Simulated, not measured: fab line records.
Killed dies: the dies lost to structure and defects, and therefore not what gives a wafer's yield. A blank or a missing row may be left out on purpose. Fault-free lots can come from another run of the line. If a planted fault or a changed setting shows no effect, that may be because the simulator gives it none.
A struck lot beside a sound one :: flow gf180mcu :: 44 steps out of a route of 602
Sound: the wafers L748.3, L748.4, L748.6. Wafers struck: L757.1, L757.3, L757.5. The cause comes at the end.
Each step with rows lists, per side, the tool, then ch with its chambers, then its first start. Under that, the readings that differ: sound wafers :: struck wafers :: difference of the means :: sigmas: that difference in standard deviations of wafers without a fault.
alike: readings whose means differ by less than 2 such deviations, and words and numbers that are the same on both sides. not compared: withheld readings, readings that some wafer has no value for, bounds like >300 that may hide the same value, and numbers for which the record gives no deviation and whose values overlap.
A row with sigmas, a row that says differs or no value, or rows on one side alone: a step with any of these is where the two part. Non-overlapping numbers with no deviation appear without sigmas and do not part them. Lack of a reading on every wafer of one side parts them only where that side has two or more wafers.

first, 1 step without rows for these wafers: GF_NWELL_IMPLANT_09.
GF_NWELL_STRIP_10: strips in O2/N2.
  sound on plasmaAsher-02 ch 0,1, day 4 01:50; struck on plasmaAsher-01 ch 0,1, day 5 14:46
  alike: drypumpMotorCurrentA, heaterPowerW, oesProductAu, stripTimeToEndpointS
  not compared: rfHoursCounterH
GF_NWELL_TW_MEAS_11:
  sound on filmMetro-01, day 4 01:56; struck on filmMetro-04, day 5 14:52
  alike: NWELL_TW
then, 7 steps without rows for these wafers: GF_LVPWELL_DEHYDRATE_00 (time 60 s); GF_LVPWELL_HMDS_01 (prime time 60 s); GF_LVPWELL_COAT_02 (resist thk 3000 nm); GF_LVPWELL_SOFTBAKE_03; GF_LVPWELL_EXPOSE_04 (exposes mask LVPWELL, target cd 600 nm); GF_LVPWELL_PEB_05; GF_LVPWELL_DEVELOP_06 (develop time 60 s).
GF_LVPWELL_OVL_MEAS_07:
  sound on overlay-02, day 4 14:53; struck on overlay-01, day 6 05:13
  alike: LVPWELL_OVL
then, 1 step without rows for these wafers: GF_LVPWELL_IMPLANT_08.
GF_LVPWELL_IMPLANT_09:
  sound on implanter-03 ch 0, day 4 15:06; struck on implanter-04 ch 0, day 6 05:24
reading: doseIonsCm2
sound: 5.003e+12 5.004e+12 5.004e+12
struck: 9.79e+11 9.75e+11 9.83e+11
difference: -4.02e+12
sigmas: -99 or more

reading: faradayCurrentUA
sound: 28.3 26.8 27.8
struck: 5.6 5.4 5.5
difference: -22.1
sigmas: -40
  alike: beamOnS
GF_LVPWELL_STRIP_10: strips in O2/N2.
  sound on plasmaAsher-04 ch 0,1, day 4 15:14; struck on plasmaAsher-02 ch 0, day 6 05:33
reading: drypumpMotorCurrentA (A)
sound: 6.1 5.3 5.4
struck: 4.9 4.9 4.9
difference: -0.7
sigmas: -2

reading: oesProductAu (a.u.)
sound: 0.717 0.720 0.711
struck: 0.727 0.723 0.723
difference: +0.008
sigmas: +2

reading: stripTimeToEndpointS (s)
sound: 37.00 36.98 37.08
struck: 36.82 36.92 36.76
difference: -0.19
sigmas: -2
  alike: heaterPowerW
  not compared: rfHoursCounterH
GF_LVPWELL_TW_MEAS_11:
  sound on filmMetro-04, day 4 15:19; struck on filmMetro-01, day 6 05:39
reading: LVPWELL_TW
sound: 551 551 548
struck: 530 528 531
difference: -20
sigmas: -2
then, 7 steps without rows for these wafers: GF_MVSD_DEHYDRATE_00 (time 60 s); GF_MVSD_HMDS_01 (prime time 60 s); GF_MVSD_COAT_02 (resist thk 3000 nm); GF_MVSD_SOFTBAKE_03; GF_MVSD_EXPOSE_04 (exposes mask MVSD, target cd 1000 nm); GF_MVSD_PEB_05; GF_MVSD_DEVELOP_06 (develop time 60 s).
GF_MVSD_OVL_MEAS_07:
  sound on overlay-01, day 5 04:56; struck on overlay-02, day 6 20:32
reading: MVSD_OVL (nm)
sound: 0.6 -1.7 -0.2
struck: 2.5 2.7 1.7
difference: +2.7
sigmas: +2
then, 2 steps without rows for these wafers: GF_MVSD_IMPLANT_08; GF_MVSD_IMPLANT_09.
GF_MVSD_STRIP_10: strips in O2/N2.
  sound on plasmaAsher-03 ch 0,1, day 5 05:17; struck on plasmaAsher-04 ch 0,1, day 6 20:52
reading: heaterPowerW (W)
sound: 285 306 283
struck: 378 373 320
difference: +66
sigmas: +2
  alike: drypumpMotorCurrentA, oesProductAu, stripTimeToEndpointS
  not compared: rfHoursCounterH
GF_MVSD_TW_MEAS_11:
  sound on filmMetro-04, day 5 05:22; struck on filmMetro-04, day 6 20:58
  alike: MVSD_TW
then, 7 steps without rows for these wafers: GF_MVPSD_DEHYDRATE_00 (time 60 s); GF_MVPSD_HMDS_01 (prime time 60 s); GF_MVPSD_COAT_02 (resist thk 3000 nm); GF_MVPSD_SOFTBAKE_03; GF_MVPSD_EXPOSE_04 (exposes mask MVPSD, target cd 1000 nm); GF_MVPSD_PEB_05; GF_MVPSD_DEVELOP_06 (develop time 60 s).
GF_MVPSD_OVL_MEAS_07:
  sound on overlay-01, day 5 19:15; struck on overlay-01, day 7 11:50
  alike: MVPSD_OVL
then, 2 steps without rows for these wafers: GF_MVPSD_IMPLANT_08; GF_MVPSD_IMPLANT_09.
GF_MVPSD_STRIP_10: strips in O2/N2.
  sound on plasmaAsher-01 ch 0,1, day 5 19:36; struck on plasmaAsher-01 ch 0,1, day 7 12:10
  alike: drypumpMotorCurrentA, heaterPowerW, oesProductAu, stripTimeToEndpointS
  not compared: rfHoursCounterH
GF_MVPSD_TW_MEAS_11:
  sound on filmMetro-01, day 5 19:41; struck on filmMetro-04, day 7 12:16
  alike: MVPSD_TW
then, 3 steps without rows for these wafers: GF_VT_IMPLANT_DEHYDRATE_00 (time 60 s); GF_VT_IMPLANT_HMDS_01 (prime time 60 s); GF_VT_IMPLANT_COAT_02 (resist thk 1000 nm).
-- the record jumps here: 3 days lie between the struck wafers' starts before and after --
GF_VT_IMPLANT_RS_MEAS_48: measures by four-point-probe.
  sound on filmMetro-02, day 8 08:56; struck on filmMetro-01, day 10 07:40
reading: LVPWELL_RS (ohm/sq)
sound: 1199 1200 1199
struck: 1430 1435 1431
difference: +233
sigmas: +66
  not compared: hold
GF_PASSIVATION_PROBE_99:
  the record holds rows for the sound wafers here (prober-01, day 29 21:37) but none for the struck ones

## WHERE THEY PART
First at GF_LVPWELL_IMPLANT_09; last, within this record, at GF_PASSIVATION_PROBE_99.

WHY: whatever the simulator had introduced
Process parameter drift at GF_LVPWELL_IMPLANT_09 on implanter-04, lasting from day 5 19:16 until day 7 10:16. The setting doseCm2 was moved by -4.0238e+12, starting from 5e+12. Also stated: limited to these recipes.
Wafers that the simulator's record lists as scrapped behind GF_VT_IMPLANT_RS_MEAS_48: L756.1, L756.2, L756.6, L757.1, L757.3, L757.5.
